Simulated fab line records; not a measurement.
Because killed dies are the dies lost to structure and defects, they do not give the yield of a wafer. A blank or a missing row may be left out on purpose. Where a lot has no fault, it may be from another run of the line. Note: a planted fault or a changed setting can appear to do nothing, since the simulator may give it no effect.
Chamber matching	flow gf180mcu	GF_CONTACT_CMP_27 on cmp-02 has 4 sister chambers
The step polishes, stops on SiO2, t overpolish 15 s, target thk 0 nm. 8 wafers are shown with their chamber, then 12 later ones without.

== WAFERS WITH THEIR CHAMBER ==
wafer	chamber	motor current A (A)	time to endpoint s (s)
L085.1	1	12.2	75
L085.5	1	12.5	69
L086.3	0	9.8	61
L089.5	3	14.5	64
L089.6	2	10.2	67
L090.2	3	13.2	71
L090.3	0	9.6	66
L090.6	2	10.5	69

== WAFERS WHOSE CHAMBER IS MISSING ==
wafer	motor current A (A)	time to endpoint s (s)
L091.3	9.5	68
L091.4	12.5	73
L091.6	9.4	67
L091.1	10.3	70
L091.2	14.2	69
L091.5	11.9	73
L094.3	13.6	73
L094.4	12.3	69
L094.6	12.3	71
L095.1	9.4	64
L095.4	13.3	70
L095.6	12.0	70

== WHICH CHAMBER EACH WENT THROUGH ==
wafer	from the rows above	in truth
L091.3	can't be placed: 0 or 2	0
L091.4	1	1
L091.6	can't be placed: 0 or 2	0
L091.1	can't be placed: 2 or 0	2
L091.2	3	3
L091.5	1	1
L094.3	can't be placed: 3 or 1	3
L094.4	1	1
L094.6	1	1
L095.1	can't be placed: 0 or 2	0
L095.4	can't be placed: 3 or 1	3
L095.6	1	1
6 of 12 placed correctly. These rows do not allow placing 6 (true chamber among the candidates in 6). Number placed wrongly: 0.
How it was worked out, from the rows above alone: a wafer's distance from a chamber is the root of the sum, over the readings, of the square of ((its reading less the chamber's mean) divided by the reading's scatter). If the next closest chamber is less than 2 further off than the closest, the wafer can't be placed; otherwise it belongs to the closest. The mean given for a chamber averages the wafers shown for that chamber. The scatter is the square root of a quotient: the sum, over the shown wafers, of each reading's squared deviation from its chamber's mean, divided by wafers minus chambers.
